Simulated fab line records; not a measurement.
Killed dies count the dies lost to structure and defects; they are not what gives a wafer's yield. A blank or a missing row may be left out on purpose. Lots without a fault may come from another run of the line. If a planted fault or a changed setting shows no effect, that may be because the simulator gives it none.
fab line records    flow sky130
[record] lots = 7  wafers = 21  last-day = 50
route steps=708 shown SD_P@322 RES_XHIGH@332
lots that met no fault: taken from a fault-free run of the same line
start-h: the number of hours between the record's first day and the start of the first shown wafer of the lot    wait-h: hours elapsed since this lot's preceding step    " unchanged from the row above    L1.1+2: a row that stands for several wafers    - value missing, or start not given    * or withheld: withheld    < > ~ a bound
route shown NAME@n: a module of which the file shows steps, and the number in the route of the first    usual: the fault-free wafers' mean and standard deviation    same: alike in all rows    chamber/n: place in a boat    sites: per-site readings    _std_site: their standard deviation    _edge_site: outer sites' mean less inner sites'    radius-mm: how far each site lies from the wafer's centre    mask NAME#n: copy n    behind: the last tool/chamber to shape the wafer    hold: reason for holding the lot/hours on hold/outcome of the hold    device: names the non-switching transistor (n, p or np)    end of line: tests run on the same wafers once the route is complete    a step with no rows: only its recipe    killed: at the first sort, the dies lost to defects and structure; wafer yield is something else    map: shows each die of a wafer: x if killed, . if not, _ if none is there
set.NAME: the setting as run; set.NAME@STEP: as run at that earlier step    model.NAME: the simulator's own value behind a step, which no gauge read
certain route steps with their lots: each step a table, each wafer a row
services: when a tool's chamber went out of use (start-h, in hours from the record's first day, below 0 if earlier), for how many hours, and the reason
[[steps]]
[step SKY_SD_P_COAT_02]
[recipe] resist = NOVOLAK  spin-rpm = 3000  resist-thk-nm = 1140
[step SKY_SD_P_SOFTBAKE_03]
[recipe] temp-c = 90  time-s = 60  resist = NOVOLAK
[step SKY_SD_P_EXPOSE_04]
[recipe] mask-id = PSDM  na = 0.6  source-shape = conventional  sigma-outer = 0.6  polarization = unpolarized  target-cd-nm = 380  dose-mj = 138
[step SKY_SD_P_PEB_05]
[recipe] temp-c = withheld  time-s = *  resist = NOVOLAK
[step SKY_SD_P_DEVELOP_06]
[recipe] resist = NOVOLAK  developer = TMAH  develop-time-s = 60  dev-temp-c = 23
[step SKY_SD_P_CD_MEAS_07]
[recipe] target-cd-nm = 380
[usual] cd-nm = 380.3/2.3
lot.wafer  tool       chamber  start-h  wait-h  cd-nm
L467.3     cd-sem-01  -        626.24   0.1     382.2
L467.5     "          -        "        "       383.2
L467.6     "          -        "        "       384.4
L472.2     cd-sem-01  -        674.10   0.1     382.8
L472.3     "          -        "        "       383.9
L472.5     "          -        "        "       382.2
L473.1     cd-sem-01  -        674.41   0.1     378.6
L473.2     "          -        "        "       379.2
L473.3     "          -        "        "       379.5
L474.3     cd-sem-01  -        685.65   0.1     382.2
L474.4     "          -        "        "       384.4
L474.5     "          -        "        "       385.0
L475.1     cd-sem-01  -        687.76   0.1     380.8
L475.3     "          -        "        "       381.2
L475.6     "          -        "        "       378.9
L483.2     cd-sem-02  -        751.87   0.1     377.6
L483.4     "          -        "        "       377.6
L483.5     "          -        "        "       377.3
L486.1     cd-sem-02  -        766.81   0.1     384.2
L486.2     "          -        "        "       380.2
L486.5     "          -        "        "       382.4
[step SKY_SD_P_OVL_MEAS_08]
[usual] SD_P_OVL = 0.3/1.4
lot.wafer  tool        chamber  start-h  wait-h  SD_P_OVL[nm]
L467.3     overlay-01  -        626.33   0.1     1.4
L467.5     "           -        "        "       0.7
L467.6     "           -        "        "       1.6
L472.2     overlay-02  -        674.21   0.1     -0.3
L472.3     "           -        "        "       0.0
L472.5     "           -        "        "       -0.3
L473.1     overlay-02  -        674.53   0.1     -4.7
L473.2     "           -        "        "       -2.4
L473.3     "           -        "        "       -2.0
L474.3     overlay-01  -        685.74   0.1     -0.7
L474.4     "           -        "        "       0.3
L474.5     "           -        "        "       -0.6
L475.1     overlay-02  -        687.88   0.1     0.5
L475.3     "           -        "        "       -1.1
L475.6     "           -        "        "       -1.8
L483.2     overlay-01  -        751.98   0.1     1.2
L483.4     "           -        "        "       3.1
L483.5     "           -        "        "       1.3
L486.1     overlay-01  -        766.93   0.1     0.9
L486.2     "           -        "        "       -0.2
L486.5     "           -        "        "       -0.9
[step SKY_SD_P_IMPLANT_09]
[recipe] species = BF2  energy-kev = 20  dose-cm2 = 3e+15  tilt-deg = 0
[step SKY_SD_P_STRIP_10]
[recipe] chemistry = O2/N2  power-w = 1400  pressure-mtorr = 1500  platen-temp-c = withheld  o2-flow-sccm = 3000  n2-flow-sccm = 300  overash-fraction = 0.5
[usual] drypump-motor-current-A = 6.0/0.61  oes-product-au = 0.618/0.0049  strip-time-to-endpoint-s = 17.49/0.037
lot.wafer  tool             chamber  start-h  wait-h  drypump-motor-current-A  oes-product-au  rf-hours-counter-h  strip-time-to-endpoint-s
L467.3     plasma-asher-04  0        626.54   0.1     5.0                      0.623           -                   17.46
L467.5     "                1        "        "       5.4                      0.623           -                   17.48
L467.6     "                0        "        "       5.0                      0.623           -                   17.50
L472.2     plasma-asher-03  0        674.39   0.1     5.8                      0.622           27                  17.48
L472.3     "                1        "        "       6.8                      0.618           -                   17.52
L472.5     "                1        "        "       6.8                      0.612           -                   17.48
L473.1     plasma-asher-04  0        674.72   0.1     5.0                      0.619           58                  17.50
L473.2     "                1        "        "       5.4                      0.621           58                  17.46
L473.3     "                0        "        "       5.0                      0.619           -                   17.47
L474.3     plasma-asher-03  1        685.95   0.1     6.8                      0.614           -                   17.47
L474.4     "                0        "        "       5.8                      0.621           -                   17.53
L474.5     "                0        "        "       5.8                      0.616           -                   17.53
L475.1     plasma-asher-03  0        688.07   0.1     5.8                      0.621           29                  17.48
L475.3     "                1        "        "       6.8                      0.619           -                   17.50
L475.6     "                0        "        "       5.8                      0.623           -                   17.51
L483.2     plasma-asher-03  1        752.16   0.1     6.8                      0.613           35                  17.49
L483.4     "                1        "        "       6.8                      0.614           -                   17.51
L483.5     "                0        "        "       5.8                      0.619           -                   17.51
L486.1     plasma-asher-03  1        767.12   0.1     6.8                      0.621           36                  17.45
L486.2     "                0        "        "       5.8                      0.627           36                  17.39
L486.5     "                1        "        "       6.8                      0.616           -                   17.50
[step SKY_SD_P_TW_MEAS_11]
[usual] SD_P_TW = 2802/17
lot.wafer  tool           chamber  start-h  wait-h  SD_P_TW
L467.3     film-metro-04  -        626.63   0.1     2799
L467.5     "              -        "        "       2801
L467.6     "              -        "        "       2800
L472.2     film-metro-02  -        674.50   0.1     2814
L472.3     "              -        "        "       2820
L472.5     "              -        "        "       2824
L473.1     film-metro-04  -        674.82   0.1     2806
L473.2     "              -        "        "       2804
L473.3     "              -        "        "       2806
L474.3     film-metro-02  -        686.04   0.1     2823
L474.4     "              -        "        "       2820
L474.5     "              -        "        "       2827
L475.1     film-metro-04  -        688.17   0.1     2792
L475.3     "              -        "        "       2788
L475.6     "              -        "        "       2794
L483.2     film-metro-04  -        752.27   0.1     2779
L483.4     "              -        "        "       2807
L483.5     "              -        "        "       2789
L486.1     film-metro-02  -        767.22   0.1     2810
L486.2     "              -        "        "       2811
L486.5     "              -        "        "       2821
[step SKY_RES_XHIGH_DEHYDRATE_00]
[recipe] temp-c = 200  time-s = 60
[step SKY_RES_XHIGH_HMDS_01]
[recipe] prime-time-s = 60  prime-temp-c = 120
[step SKY_RES_XHIGH_COAT_02]
[recipe] resist = NOVOLAK  spin-rpm = 3000  resist-thk-nm = 1140
[usual] chill-plate-temp-C = 22.99/0.1  dispense-pressure-kPa = 50.0/1.3
lot.wafer  tool            chamber  start-h  wait-h  chill-plate-temp-C  dispense-pressure-kPa
L467.3     litho-track-04  0        640.35   0.1     23.06               51.4
L467.5     "               0        "        "       22.93               51.4
L467.6     "               0        "        "       23.05               51.4
L472.2     litho-track-04  -        688.33   0.1     -                   -
L472.3     "               -        "        "       -                   -
L472.5     "               -        "        "       -                   -
L473.1     litho-track-04  -        688.90   0.1     -                   -
L473.2     "               -        "        "       -                   -
L473.3     "               -        "        "       -                   -
L474.3     litho-track-04  -        699.05   0.1     -                   -
L474.4     "               -        "        "       -                   -
L474.5     "               -        "        "       -                   -
L475.1     litho-track-04  0        701.35   0.1     22.93               51.4
L475.3     "               0        "        "       22.90               51.4
L475.6     "               0        "        "       22.80               51.4
L483.2     litho-track-04  0        765.53   0.1     23.08               51.4
L483.4     "               0        "        "       23.12               51.4
L483.5     "               0        "        "       22.88               51.4
L486.1     litho-track-02  0        779.96   0.1     23.12               48.6
L486.2     "               0        "        "       23.08               48.6
L486.5     "               0        "        "       23.13               48.6
[step SKY_RES_XHIGH_SOFTBAKE_03]
[recipe] temp-c = 89.26  time-s = 60  resist = NOVOLAK
[[services]]
tool             chamber  start-h  hours  kind
plasma-asher-04  -        708.31   4.0    pm
plasma-asher-03  -        717.15   5.1    repair
[[key]]
[first-sign] step = SKY_RES_XHIGH_COAT_02  reading = tool-record  direction = missing
effect none on later readings
met-at SKY_RES_XHIGH_COAT_02
struck-wafers L472.2,L472.3,L472.5,L473.1,L473.2,L473.3,L474.3,L474.4,L474.5
sort-left-out L472.2,L472.3,L472.5,L473.1,L473.2,L473.3,L474.3,L474.4,L474.5
tester-left-out L472,L473,L474
onset-between 640.35 688.33
[fault] kind = skipped-step-whole  tool = litho-track-04  chamber = -  onset-h = 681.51  steps = SKY_RES_XHIGH_COAT_02  scope = struck-lots-only
// tester-left-out: of these lots the tester's yield and bins aren't shown, on N5 and GAA mostly nor the transistor test; their killed dies are dies lost to structure and defects alone, not to doping, threshold or leakage, so they don't give the yield
// sort-left-out: the simulated sort isn't trusted on such a fault, so these wafers' sort isn't shown, and their yield isn't known
